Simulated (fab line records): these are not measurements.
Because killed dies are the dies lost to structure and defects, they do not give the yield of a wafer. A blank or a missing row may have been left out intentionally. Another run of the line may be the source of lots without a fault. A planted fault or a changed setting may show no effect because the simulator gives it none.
Which tool is to blame? ; flow sky130 ; 12 lots, 35 wafers sampled, at 2 steps of a route of 708

WHAT THE GAUGES SHOWED, per wafer
SKY_SONOS_ONO_OVL_MEAS_14. Usual: SONOS_ONO_OVL typically reads -0.3 nm, with standard deviation 1.3.
lot;measured;on;SONOS_ONO_OVL (nm);flag
L827;day 12 19:52;overlay-02;-2.0 -0.1 -1.6;
L828;day 13 04:45;overlay-01;-1.4 -0.1 0.8;
L829;day 13 11:08;overlay-02;0.2 1.1 -0.7;
L830;day 14 07:41;overlay-02;0.8 0.1 1.6;
L838;day 16 16:02;overlay-02;1.1 -0.5;
L842;day 18 01:05;overlay-01;-1.0 -1.8 -2.2;
L844;day 18 22:03;overlay-01;0.9 -0.9 -1.4;
L845;day 19 07:11;overlay-01;-0.1 -0.2 0.9;
L846;day 19 10:59;overlay-02;-0.2 -0.7 -1.2;
L847;day 19 19:45;overlay-01;-0.4 -0.5 2.9;
L848;day 20 02:53;overlay-02;-3.6 -5.0 -2.3;
L849;day 20 08:14;overlay-02;2.4 1.9 0.1;

SKY_GATE_OXIDE_OVL_MEAS_10. Usual: GATE_OXIDE_OVL typically reads -0.3 nm, with standard deviation 1.2.
lot;measured;on;GATE_OXIDE_OVL (nm);flag
L827;day 13 22:47;overlay-02;-1.5 -0.2 -0.7;
L828;day 14 09:17;overlay-02;-0.6 -1.1 0.0;
L829;day 14 16:13;overlay-01;-0.3 1.4 -0.2;
L830;day 15 12:53;overlay-02;-3.1 -3.7 -0.7;
L838;day 18 00:32;overlay-02;-1.2 0.2;
L842;day 19 09:49;overlay-01;-0.8 1.1 -2.5;
L844;day 20 08:47;overlay-02;1.5 1.3 0.1;
L845;day 20 16:07;overlay-02;1.5 1.3 -0.2;
L846;day 20 20:58;overlay-01;0.4 -1.6 -0.9;
L847;day 21 05:56;overlay-02;2.4 3.7 -0.1;
L848;day 21 11:14;overlay-01;-1.3 -1.8 -1.2;
L849;day 21 17:26;overlay-02;0.6 1.8 -0.1;

WHICH TOOL RAN EACH LOT (tool, then ch and the chambers of the sampled wafers, then the start)
No process step before these readings appears in the record.

WHAT THE TOOLS THEMSELVES READ (means of the sampled wafers that have a number; where no wafer has one, the mark that the record gives instead)
The record holds no such reading with a usual standard deviation.

THE ANSWER, worked out from the rows above alone
Rule: take the mean of a lot's wafers that have a number; if it is more than 3 standard deviations from the usual mean, the lot is off. Also off: a lot with no number at a reading for which 4 or more lots have one. Any other lot the step has rows for is counted as sound. The gauges are gone through in route order, then the tools' own readings, and for those a lot's mean is taken as printed above. At the first step where some lot is off, the reading lying furthest off is the one used; lots without a number count as furthest.
None of the lots is off at any reading shown; this tells nothing.

WHAT THE SIMULATOR PUT IN
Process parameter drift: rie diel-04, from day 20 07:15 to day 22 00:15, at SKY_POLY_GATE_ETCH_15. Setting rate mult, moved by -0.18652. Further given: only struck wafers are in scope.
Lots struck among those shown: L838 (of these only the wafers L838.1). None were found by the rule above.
